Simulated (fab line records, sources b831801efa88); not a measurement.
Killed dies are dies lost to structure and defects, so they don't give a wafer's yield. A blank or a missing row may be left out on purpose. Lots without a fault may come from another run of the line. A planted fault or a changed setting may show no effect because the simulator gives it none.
Which tool did it? | flow sky130 | 24 lots, 72 wafers sampled, at 6 steps of a route of 708

WHAT THE GAUGES READ, wafer by wafer
SKY_PAD_OPEN_BOW_MEAS_13. Usual: PAD_OPEN_BOW 44 um, standard deviation 9.1.
lot  | measured     | on            | PAD_OPEN_BOW (um) | flag
L074 | day 46 05:17 | film_metro-02 | 43 46 31          |
L075 | day 46 09:23 | film_metro-01 | 46 35 35          |
L076 | day 46 15:14 | film_metro-01 | 33 44 44          |
L077 | day 47 02:19 | film_metro-02 | 38 34 48          |
L079 | day 47 11:52 | film_metro-01 | 39 46 42          |
L078 | day 47 12:52 | film_metro-01 | 58 48 52          |
L080 | day 47 13:25 | film_metro-01 | 29 24 30          |
L081 | day 48 10:22 | film_metro-01 | 47 33 35          |
L083 | day 48 15:10 | film_metro-02 | 45 52 51          |
L082 | day 48 16:41 | film_metro-01 | 22 41 22          |
L084 | day 48 17:50 | film_metro-02 | 53 41 42          |
L085 | day 49 03:37 | film_metro-03 | 43 40 50          |
L086 | day 49 07:20 | film_metro-02 | 42 40 43          |
L088 | day 49 21:11 | film_metro-01 | 43 46 34          |
L087 | day 49 22:11 | film_metro-02 | 45 52 44          |
L090 | day 49 23:04 | film_metro-02 | 56 54 49          |
L089 | day 50 00:31 | film_metro-03 | 77 50 55          |
L091 | day 50 04:04 | film_metro-01 | 55 45 49          |
L092 | day 50 08:56 | film_metro-02 | 55 59 56          |
L093 | day 50 13:16 | film_metro-01 | 40 36 27          |
L094 | day 50 14:38 | film_metro-03 | 38 60 49          |
L095 | day 50 18:48 | film_metro-02 | 42 53 55          |
L096 | day 51 00:41 | film_metro-02 | 49 50 48          |
L097 | day 51 01:51 | film_metro-01 | 40 52 41          |

WHICH TOOL RAN EACH LOT (tool, then ch and the chambers of the sampled wafers, then the start)
lot  | SKY_VIA1_CVD_21               | SKY_METAL2_SPUTTER_01        | SKY_METAL2_DESCUM_17              | SKY_CAPM_CVD_00                 | SKY_METAL4_SPUTTER_01
L074 | cvd_w-01 ch 0,1, day 34 10:08 | pvd_sputter-03, day 34 10:44 | rie_metal-04 ch 0,1, day 35 13:59 | pecvd-01 ch 0,2, day 36 20:57   | pvd_sputter-03, day 40 04:58
L075 | cvd_w-01 ch 0,1, day 34 11:34 | pvd_sputter-04, day 34 12:10 | rie_metal-02 ch 0,1, day 35 15:08 | pecvd-02 ch 0,1, day 36 21:09   | pvd_sputter-03, day 40 06:46
L076 | cvd_w-01 ch 0,1, day 35 00:11 | pvd_sputter-03, day 35 00:47 | rie_metal-04 ch 0,1, day 36 03:20 | pecvd-01 ch 1,2, day 37 09:19   | pvd_sputter-01, day 40 16:15
L077 | cvd_w-02 ch 0, day 35 17:13   | pvd_sputter-03, day 35 17:54 | rie_metal-02 ch 0,1, day 36 20:14 | pecvd-02 ch 1,2, day 38 01:07   | pvd_sputter-03, day 41 07:06
L079 | cvd_w-01 ch 0,1, day 36 02:05 | pvd_sputter-03, day 36 02:41 | rie_metal-04 ch 0,1, day 37 05:20 | pecvd-02 ch 1,2, day 38 10:09   | pvd_sputter-01, day 41 16:26
L078 | cvd_w-02 ch 0,1, day 36 02:28 | pvd_sputter-01, day 36 03:04 | rie_metal-04 ch 1, day 37 05:59   | pecvd-01 ch 1,2, day 38 10:48   | pvd_sputter-01, day 41 16:44
L080 | cvd_w-01 ch 0,1, day 36 02:31 | pvd_sputter-04, day 36 03:05 | rie_metal-03 ch 0,1, day 37 06:21 | pecvd-02 ch 1,2, day 38 11:19   | pvd_sputter-02, day 41 17:17
L081 | cvd_w-02 ch 0,1, day 37 07:09 | pvd_sputter-04, day 37 07:52 | rie_metal-04 ch 0, day 38 09:48   | pecvd-01 ch 0,2, day 39 13:33   | pvd_sputter-03, day 42 18:10
L083 | cvd_w-02 ch 0,1, day 37 12:17 | pvd_sputter-01, day 37 12:52 | rie_metal-02 ch 0,1, day 38 15:07 | pecvd-01 ch 0,1, day 39 19:24   | pvd_sputter-03, day 43 00:13
L082 | cvd_w-01 ch 0,1, day 37 16:10 | pvd_sputter-03, day 37 16:49 | rie_metal-04 ch 0, day 38 19:05   | pecvd-03 ch 0,1,2, day 39 23:33 | pvd_sputter-02, day 43 02:56
L084 | cvd_w-01 ch 0,1, day 37 20:56 | pvd_sputter-04, day 37 21:32 | rie_metal-04 ch 0, day 38 23:20   | pecvd-02 ch 0,1,2, day 40 03:42 | pvd_sputter-01, day 43 06:51
L085 | cvd_w-02 ch 0,1, day 38 08:58 | pvd_sputter-04, day 38 09:35 | rie_metal-02 ch 0,1, day 39 10:44 | pecvd-02 ch 0,1,2, day 40 14:03 | pvd_sputter-01, day 43 16:20
L086 | cvd_w-02 ch 0,1, day 38 14:38 | pvd_sputter-03, day 38 15:14 | rie_metal-04 ch 0,1, day 39 16:55 | pecvd-03 ch 0,1,2, day 40 19:46 | pvd_sputter-03, day 43 22:03
L088 | cvd_w-02 ch 0,1, day 39 07:15 | pvd_sputter-03, day 39 07:51 | rie_metal-02 ch 0, day 40 08:40   | pecvd-03 ch 0,1,2, day 41 12:18 | pvd_sputter-02, day 44 14:11
L087 | cvd_w-01 ch 0,1, day 39 08:30 | pvd_sputter-04, day 39 09:06 | rie_metal-04 ch 0, day 40 10:11   | pecvd-03 ch 1,2, day 41 13:18   | pvd_sputter-01, day 44 15:26
L090 | cvd_w-01 ch 0,1, day 39 10:42 | pvd_sputter-01, day 39 11:16 | rie_metal-03 ch 0,1, day 40 11:48 | pecvd-01 ch 0,1,2, day 41 15:02 | pvd_sputter-01, day 44 16:28
L089 | cvd_w-02 ch 0,1, day 39 11:11 | pvd_sputter-04, day 39 11:46 | rie_metal-02 ch 0,1, day 40 12:44 | pecvd-03 ch 0,2, day 41 16:27   | pvd_sputter-02, day 44 17:22
L091 | cvd_w-02 ch 0,1, day 39 16:29 | pvd_sputter-04, day 39 17:02 | rie_metal-03 ch 0,1, day 40 17:25 | pecvd-03 ch 0,2, day 41 20:33   | pvd_sputter-02, day 44 21:43
L092 | cvd_w-02 ch 0,1, day 39 19:16 | pvd_sputter-03, day 39 19:52 | rie_metal-02 ch 0,1, day 40 20:41 | pecvd-02 ch 1,2, day 42 00:14   | pvd_sputter-02, day 45 01:11
L093 | cvd_w-02 ch 0,1, day 40 08:28 | pvd_sputter-03, day 40 09:02 | rie_metal-03 ch 0,1, day 41 09:39 | pecvd-02 ch 0,2, day 42 12:52   | pvd_sputter-02, day 45 11:19
L094 | cvd_w-01 ch 0, day 40 10:09   | pvd_sputter-01, day 40 10:46 | rie_metal-04 ch 0,1, day 41 11:42 | pecvd-03 ch 0,1, day 42 14:00   | pvd_sputter-01, day 45 13:55
L095 | cvd_w-02 ch 0,1, day 40 15:38 | pvd_sputter-04, day 40 16:14 | rie_metal-03 ch 0,1, day 41 16:33 | pecvd-03 ch 0,2, day 42 19:12   | pvd_sputter-01, day 45 18:44
L096 | cvd_w-02 ch 0,1, day 41 01:07 | pvd_sputter-03, day 41 01:43 | rie_metal-03 ch 0,1, day 42 02:04 | pecvd-03 ch 1,2, day 43 04:24   | pvd_sputter-03, day 46 01:28
L097 | cvd_w-01 ch 0, day 41 04:06   | pvd_sputter-04, day 41 04:47 | rie_metal-02 ch 0,1, day 42 05:14 | pecvd-01 ch 0,2, day 43 07:21   | pvd_sputter-02, day 46 04:57
- SKY_VIA1_CVD_21: deposits W, target thk 270 nm, time 80.902 s.
- SKY_METAL2_SPUTTER_01: material TiN, target thk 20 nm, time 16.7 s.
- SKY_METAL2_DESCUM_17: chemistry O2, time 8 s.
- SKY_CAPM_CVD_00: deposits SiO2, target thk 15.5 nm.
- SKY_METAL4_SPUTTER_01: material TiN, target thk 20 nm, time 16.7 s.

WHAT THE TOOLS THEMSELVES READ (means of the sampled wafers that have a number; where no wafer has one, the mark that the record gives instead)
SKY_VIA1_CVD_21. Usual: heater_power_w 920 W, standard deviation 70.
lot  | tool     | heater_power_w (W) | flag
L074 | cvd_w-01 | 933                |
L075 | cvd_w-01 | 930                |
L076 | cvd_w-01 | 922                |
L077 | cvd_w-02 | 832                |
L079 | cvd_w-01 | 928                |
L078 | cvd_w-02 | 953                |
L080 | cvd_w-01 | 947                |
L081 | cvd_w-02 | 902                |
L083 | cvd_w-02 | 963                |
L082 | cvd_w-01 | 915                |
L084 | cvd_w-01 | 936                |
L085 | cvd_w-02 | 907                |
L086 | cvd_w-02 | 948                |
L088 | cvd_w-02 | 905                |
L087 | cvd_w-01 | 879                |
L090 | cvd_w-01 | 860                |
L089 | cvd_w-02 | 896                |
L091 | cvd_w-02 | 893                |
L092 | cvd_w-02 | 903                |
L093 | cvd_w-02 | 899                |
L094 | cvd_w-01 | 901                |
L095 | cvd_w-02 | 956                |
L096 | cvd_w-02 | 954                |
L097 | cvd_w-01 | 906                |

SKY_METAL2_SPUTTER_01. Usual: throttle_valve_pct 29.9 %, standard deviation 1.2.
lot  | tool           | throttle_valve_pct (%) | flag
L074 | pvd_sputter-03 | 28.9                   |
L075 | pvd_sputter-04 | 30.3                   |
L076 | pvd_sputter-03 | 30.1                   |
L077 | pvd_sputter-03 | 29.4                   |
L079 | pvd_sputter-03 | 29.0                   |
L078 | pvd_sputter-01 | 29.4                   |
L080 | pvd_sputter-04 | 30.5                   |
L081 | pvd_sputter-04 | 30.5                   |
L083 | pvd_sputter-01 | 29.4                   |
L082 | pvd_sputter-03 | 29.7                   |
L084 | pvd_sputter-04 | 30.4                   |
L085 | pvd_sputter-04 | 30.3                   |
L086 | pvd_sputter-03 | 29.4                   |
L088 | pvd_sputter-03 | 29.9                   |
L087 | pvd_sputter-04 | 30.4                   |
L090 | pvd_sputter-01 | 29.9                   |
L089 | pvd_sputter-04 | 30.5                   |
L091 | pvd_sputter-04 | 30.2                   |
L092 | pvd_sputter-03 | 29.2                   |
L093 | pvd_sputter-03 | 29.4                   |
L094 | pvd_sputter-01 | 30.0                   |
L095 | pvd_sputter-04 | 30.4                   |
L096 | pvd_sputter-03 | 29.1                   |
L097 | pvd_sputter-04 | 31.5                   |

SKY_METAL2_DESCUM_17. Usual: drypump_motor_current_A 5.9 A, standard deviation 0.52; oes_product_au 1.000 a.u., standard deviation 0.0094.
lot  | tool         | drypump_motor_current_A (A) | oes_product_au (a.u.) | flag
L074 | rie_metal-04 | 6.0                         | 0.994                 |
L075 | rie_metal-02 | 5.6                         | 1.001                 |
L076 | rie_metal-04 | 6.2                         | 0.995                 |
L077 | rie_metal-02 | 5.6                         | 1.000                 |
L079 | rie_metal-04 | 6.0                         | 0.999                 |
L078 | rie_metal-04 | 6.4                         | 0.990                 |
L080 | rie_metal-03 | 6.5                         | 1.016                 |
L081 | rie_metal-04 | 5.8                         | 1.000                 |
L083 | rie_metal-02 | 5.6                         | 0.997                 |
L082 | rie_metal-04 | 5.7                         | 0.992                 |
L084 | rie_metal-04 | 5.7                         | 0.996                 |
L085 | rie_metal-02 | 5.6                         | 1.007                 |
L086 | rie_metal-04 | 6.2                         | 0.991                 |
L088 | rie_metal-02 | 5.0                         | 0.998                 |
L087 | rie_metal-04 | 5.8                         | 0.987                 |
L090 | rie_metal-03 | 6.5                         | 1.006                 |
L089 | rie_metal-02 | 5.3                         | 0.999                 |
L091 | rie_metal-03 | 6.5                         | 1.007                 |
L092 | rie_metal-02 | 5.3                         | 1.002                 |
L093 | rie_metal-03 | 6.5                         | 0.999                 |
L094 | rie_metal-04 | 6.2                         | 1.000                 |
L095 | rie_metal-03 | 6.5                         | 1.007                 |
L096 | rie_metal-03 | 6.5                         | 1.015                 |
L097 | rie_metal-02 | 5.6                         | 0.999                 |

SKY_CAPM_CVD_00. Usual: heater_power_w 667 W, standard deviation 65.
lot  | tool     | heater_power_w (W) | flag
L074 | pecvd-01 | 574                |
L075 | pecvd-02 | 665                |
L076 | pecvd-01 | 640                |
L077 | pecvd-02 | 675                |
L079 | pecvd-02 | 713                |
L078 | pecvd-01 | 606                |
L080 | pecvd-02 | 621                |
L081 | pecvd-01 | 669                |
L083 | pecvd-01 | 651                |
L082 | pecvd-03 | 636                |
L084 | pecvd-02 | 746                |
L085 | pecvd-02 | 717                |
L086 | pecvd-03 | 663                |
L088 | pecvd-03 | 713                |
L087 | pecvd-03 | 719                |
L090 | pecvd-01 | 595                |
L089 | pecvd-03 | 718                |
L091 | pecvd-03 | 682                |
L092 | pecvd-02 | 647                |
L093 | pecvd-02 | 767                |
L094 | pecvd-03 | 678                |
L095 | pecvd-03 | 683                |
L096 | pecvd-03 | 643                |
L097 | pecvd-01 | 603                |

SKY_METAL4_SPUTTER_01. Usual: throttle_valve_pct 29.4 %, standard deviation 1.
lot  | tool           | throttle_valve_pct (%) | flag
L074 | pvd_sputter-03 | 29.1                   |
L075 | pvd_sputter-03 | 29.1                   |
L076 | pvd_sputter-01 | 29.6                   |
L077 | pvd_sputter-03 | 29.4                   |
L079 | pvd_sputter-01 | 29.6                   |
L078 | pvd_sputter-01 | 29.0                   |
L080 | pvd_sputter-02 | 29.4                   |
L081 | pvd_sputter-03 | 29.0                   |
L083 | pvd_sputter-03 | 29.7                   |
L082 | pvd_sputter-02 | 29.3                   |
L084 | pvd_sputter-01 | 29.8                   |
L085 | pvd_sputter-01 | 29.0                   |
L086 | pvd_sputter-03 | 29.2                   |
L088 | pvd_sputter-02 | 29.5                   |
L087 | pvd_sputter-01 | 29.3                   |
L090 | pvd_sputter-01 | 29.7                   |
L089 | pvd_sputter-02 | 28.5                   |
L091 | pvd_sputter-02 | 28.8                   |
L092 | pvd_sputter-02 | 28.5                   |
L093 | pvd_sputter-02 | 29.1                   |
L094 | pvd_sputter-01 | 29.7                   |
L095 | pvd_sputter-01 | 29.2                   |
L096 | pvd_sputter-03 | 29.1                   |
L097 | pvd_sputter-02 | 29.2                   |

THE ANSWER, worked out from the rows above alone
Rule: a lot is off if the mean of its wafers that have a number lies more than 3 standard deviations from the usual mean. A lot without any number at a reading at which 4 lots or more have one is off too. The other lots that the step has rows for count as sound. The gauges are gone through in route order, then the tools' own readings, and for those a lot's mean is taken as printed above. The first step at which some lot is off is used, and at that step the reading that is off furthest; a lot without a number counts as furthest.
No lot is off at any reading shown: from this, nothing can be told.

WHAT THE SIMULATOR HAD PUT IN
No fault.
